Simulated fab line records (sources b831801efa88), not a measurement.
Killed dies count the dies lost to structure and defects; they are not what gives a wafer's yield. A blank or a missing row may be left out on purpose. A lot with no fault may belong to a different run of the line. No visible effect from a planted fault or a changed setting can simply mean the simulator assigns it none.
8D (eight disciplines) problem report, filled in by code | flow gf180mcu | the parts of the form that need people (team, actions taken, sign-off) are left out

1. WHAT IS WRONG
Wafers free of any fault read 42.0 nm (standard deviation 0.51) for MIM_CVD_05_THK at GF_MIM_THK_MEAS_06, against a mean of 29.8 nm on 3 wafers of 2 lots. That is -24 standard deviations from the usual mean.
First observed at day 29 15:55: wafer L988.1, on film-metro-04. At this step, 39 wafers from 13 lots have a number in the record. Rule for "out", or "out of limits": more than 4 standard deviations from the usual mean. Any other wafer with a number is counted as sound.

2. WHAT THIS IS AND IS NOT
question                    | is                     | is not
which readings at this step | MIM_CVD_05_THK         | -
which lots                  | L988, L990             | L972, L975, L976, L977, L978, L979, L980, L982, L983, L985, L986
which wafers of those lots  | L988.1, L988.5, L990.3 | L988.3, L990.1, L990.4
read on which gauges        | film-metro-04          | film-metro-02, film-metro-03
when                        | from day 29 15:55      | up to then (34 sound wafers); but 2 sound wafers of L990 came after

3. WHAT RULES OUT EACH SUSPECT
Counting: if a tool at a process step up to the reading ran every lot that is out, it stays a suspect. Sound lots after the first of them don't rule it out here, since some wafers of a struck lot are sound.
- ruled out: the gauge at GF_MIM_THK_MEAS_06. All the wafers that are out were read on film-metro-04, but those of them that GF_MIM_CVD_05 has rows for are out there too, on other tools.
- pecvd-02 at GF_MIM_CVD_05 (deposits Si3N4, target thk 42 nm, time 29.086 s): kept. Every lot that is out went through it, the first being L988 (day 29 15:52); the last sound lot it ran before that was L986 (day 29 02:02). On those wafers its own readings are out: run-length-s.
- pecvd-02, GF_MIM_CVD_05: wafers that are out in chamber 0, sound lot-mates in chambers 1, 2.
Remaining after the count: pecvd-02 at GF_MIM_CVD_05.

4. THE CAUSE (what the simulator had put in)
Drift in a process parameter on pecvd-02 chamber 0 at GF_MIM_CVD_05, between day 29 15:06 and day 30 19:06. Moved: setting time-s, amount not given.
Counting left only this tool.

5. SEQUENCE OF EFFECTS, ordered by route
One row per reading whose mean, taken over the struck wafers that have a number, lies over 3 standard deviations from the usual. Only readings for which the record gives a usual standard deviation are gone through. hours: the time from each lot's start at the first step in this table that gives one to its start at this step, as a median over the lots. sigmas: the change in usual standard deviations.
hours | step               | reading        | usual   | on struck wafers | change | sigmas
0     | GF_MIM_CVD_05      | run-length-s   | 57.1 s  | 49.2             | -7.9   | -20
0     | GF_MIM_THK_MEAS_06 | MIM_CVD_05_THK | 42.0 nm | 29.8             | -12.2  | -24
It contains these process steps:
- GF_MIM_CVD_05: deposits Si3N4, target thk 42 nm, time 29.086 s.

6. HOW IT WOULD HAVE BEEN CAUGHT EARLIER
In this record the first reading out of limits at a measuring or inspecting step was taken at day 29 15:55, 1 hour after the fault began at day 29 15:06.
At GF_MIM_CVD_05, the tool's own readings (run-length-s) were out on each struck wafer the step has a row for, so an alarm limit on them would have fired on the first such wafer.
Among the 2 lots that are out, L990 began GF_MIM_CVD_05 on pecvd-02 after day 29 15:55. A hold on the tool at that time would have spared it.
